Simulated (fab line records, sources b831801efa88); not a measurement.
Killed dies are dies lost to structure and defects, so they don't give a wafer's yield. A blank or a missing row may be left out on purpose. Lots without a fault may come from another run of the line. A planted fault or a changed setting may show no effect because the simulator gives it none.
A struck lot beside a sound one | flow sky130 | 43 steps out of a route of 708
Sound: wafers L725.3, L725.4, L725.5. Struck: wafer L741.6. (L741.2, L741.4 of the same lot were not struck and are left out.) The cause comes at the end.
At each step with rows: each side's tool, then ch and its chambers, then its first start. Under that, the readings that differ: sound wafers | struck wafers | difference of the means | sigmas: that difference in standard deviations of wafers without a fault.
alike: readings whose means differ by less than 2 such deviations, and words and numbers that are the same on both sides. not compared: withheld readings, readings that some wafer has no value for, bounds like >300 that may hide the same value, and numbers for which the record gives no deviation and whose values overlap.
The two part at a step that has a row with sigmas, a row that says differs or no value, or rows on one side only. Numbers that don't overlap but have no deviation are shown without sigmas and don't part them. A reading that every wafer of one side lacks parts them only if that side has two wafers or more.

SKY_LOCAL_INTERCONNECT_RS_MEAS_01: measures by four-point-probe.
  sound on film_metro-01, day 30 09:08; struck on film_metro-01, day 35 13:42
  alike: LOCAL_INTERCONNECT_TIN_RS
SKY_LOCAL_INTERCONNECT_THK_MEAS_02: measures by xrf.
  sound on film_metro-01, day 30 09:14; struck on film_metro-01, day 35 13:49
  alike: LOCAL_INTERCONNECT_TIN_THK
then, 8 steps without rows for these wafers: SKY_LOCAL_INTERCONNECT_DEHYDRATE_03 (time 60 s); SKY_LOCAL_INTERCONNECT_HMDS_04 (prime time 60 s); SKY_LOCAL_INTERCONNECT_COAT_05 (resist thk 60 nm); SKY_LOCAL_INTERCONNECT_COAT_06 (resist thk 450 nm); SKY_LOCAL_INTERCONNECT_SOFTBAKE_07 (time 90 s); SKY_LOCAL_INTERCONNECT_EXPOSE_08 (exposes mask LI1M, target cd 170 nm); SKY_LOCAL_INTERCONNECT_PEB_09; SKY_LOCAL_INTERCONNECT_DEVELOP_10 (develop time 60 s).
SKY_LOCAL_INTERCONNECT_CD_MEAS_11: target cd 170 nm.
  sound on cd_sem-02, day 31 12:28; struck on cd_sem-02, day 36 15:43
  alike: cd_nm
SKY_LOCAL_INTERCONNECT_OVL_MEAS_12:
  sound on overlay-01, day 31 12:34; struck on overlay-01, day 36 15:49
  alike: LOCAL_INTERCONNECT_OVL
SKY_LOCAL_INTERCONNECT_ETCH_13: etches BARC in N2/H2, stops on SiO2, time 45.9 s, target depth 60 nm.
  sound on rie_metal-01 ch 0,1, day 31 12:37; struck on rie_metal-03 ch 1, day 36 15:51
  alike: drypump_motor_current_A, oes_product_au, rf_fwd_power_W, throttle_valve_pct
  not compared: rf_hours_counter_h
SKY_LOCAL_INTERCONNECT_METAL_ETCH_14: etches TiN in Cl2/BCl3, stops on PSG, target depth 110 nm, time 31.4 s.
  sound on rie_metal-01 ch 0,1, day 31 12:40; struck on rie_metal-03 ch 1, day 36 15:55
  reading            | sound       | struck | difference | sigmas
  rf_fwd_power_W (W) | 898 890 894 | 881    | -13        | -3
  alike: drypump_motor_current_A, oes_product_au, throttle_valve_pct
  not compared: rf_hours_counter_h
SKY_LOCAL_INTERCONNECT_STRIP_15: strips in O2/N2.
  sound on plasma_asher-04 ch 0,1, day 31 12:44; struck on plasma_asher-03 ch 1, day 36 15:58
  alike: drypump_motor_current_A, oes_product_au, strip_time_to_endpoint_s
  not compared: rf_hours_counter_h
then, 4 steps without rows for these wafers: SKY_LOCAL_INTERCONNECT_STRIP_16 (strips in post etch residue remover, time 1200 s); SKY_LOCAL_INTERCONNECT_CLEAN_17 (cleans in IPA, time 180 s); SKY_LOCAL_INTERCONNECT_CLEAN_18 (cleans in O3/DIW); SKY_CONTACT_CVD_00 (deposits Si3N4, target thk 75 nm).
SKY_CONTACT_THK_MEAS_01:
  sound on film_metro-04, day 31 13:31; struck on film_metro-04, day 36 16:37
  alike: CONTACT_CVD_00_THK
then, 1 step without rows for these wafers: SKY_CONTACT_HDPCVD_02 (deposits SiO2, target thk 565 nm, time 94.2 s).
SKY_CONTACT_THK_MEAS_03:
  sound on film_metro-01, day 31 13:39; struck on film_metro-02, day 36 16:44
  alike: CONTACT_HDPCVD_THK
SKY_CONTACT_CMP_04: polishes SiO2.
  sound on cmp-02 ch 1,3, day 31 13:44; struck on cmp-02 ch 3, day 36 16:51
  alike: motor_current_A, platen_rpm, time_to_endpoint_s
SKY_CONTACT_BOW_MEAS_05:
  sound on film_metro-04, day 31 14:02; struck on film_metro-04, day 36 17:08
  alike: CONTACT_BOW
then, 8 steps without rows for these wafers: SKY_CONTACT_DEHYDRATE_06 (time 60 s); SKY_CONTACT_HMDS_07 (prime time 60 s); SKY_CONTACT_COAT_08 (resist thk 60 nm); SKY_CONTACT_COAT_09 (resist thk 450 nm); SKY_CONTACT_SOFTBAKE_10 (time 90 s); SKY_CONTACT_EXPOSE_11 (exposes mask CTM1, target cd 170 nm); SKY_CONTACT_PEB_12; SKY_CONTACT_DEVELOP_13 (develop time 60 s).
SKY_CONTACT_CD_MEAS_14: target cd 170 nm.
  sound on cd_sem-01, day 32 16:48; struck on cd_sem-01, day 37 19:41
  alike: cd_nm
SKY_CONTACT_OVL_MEAS_15:
  sound on overlay-01, day 32 16:53; struck on overlay-01, day 37 19:47
  alike: CONTACT_OVL
SKY_CONTACT_ETCH_16: etches BARC in N2/H2, stops on SiO2, time 45.9 s, target depth 60 nm.
  sound on rie_diel-03 ch 0,2, day 32 16:55; struck on rie_diel-02 ch 0, day 37 19:49
  reading                | sound                | struck | difference | sigmas
  rf_fwd_power_W (W)     | 493.6 492.7 493.7    | 498.7  | +5.4       | +3
  throttle_valve_pct (%) | 13.225 13.217 13.237 | 13.208 | -0.018     | -2
  alike: drypump_motor_current_A, oes_product_au
  not compared: rf_hours_counter_h
then, 6 steps without rows for these wafers: SKY_CONTACT_ETCH_17 (etches SiO2 in C4F8/O2/Ar, stops on Si3N4, target depth 340 nm); SKY_CONTACT_ETCH_18 (etches Si3N4 in CHF3/O2, stops on TiN, time 39 s, target depth 75 nm); SKY_CONTACT_STRIP_19 (strips in O2/N2); SKY_CONTACT_STRIP_20 (strips in post etch residue remover, time 1200 s); SKY_CONTACT_CLEAN_21 (cleans in IPA, time 180 s); SKY_CONTACT_CLEAN_22 (cleans in O3/DIW).
SKY_CONTACT_SPUTTER_23: material TiN, target thk 20 nm, time 78.68 s.
  sound on pvd_sputter-01, day 32 17:38; struck on pvd_sputter-01, day 37 20:34
  alike: throttle_valve_pct
-- the record jumps here: 13 days lie between the struck wafers' starts before and after (it left off in module CONTACT and takes up again in module PAD_OPEN, whose first step shown is number 708 of the route) --
SKY_PAD_OPEN_PROBE_99:
  sound on prober-01, day 46 17:08; struck on prober-02, day 50 10:18
  reading            | sound     | struck | difference | sigmas
  killed_at_contacts | 40 25 29  | 86     | +55        | +11
  killed_dies        | 116 95 79 | 139    | +42        | +5
  alike: killed_at_M0_to_M3, killed_at_M4_up, killed_at_front_end, killed_at_other, killed_open, killed_short

WHERE THEY PART
First at SKY_LOCAL_INTERCONNECT_METAL_ETCH_14; last, within this record, at SKY_PAD_OPEN_PROBE_99.

WHY: what the simulator had put in
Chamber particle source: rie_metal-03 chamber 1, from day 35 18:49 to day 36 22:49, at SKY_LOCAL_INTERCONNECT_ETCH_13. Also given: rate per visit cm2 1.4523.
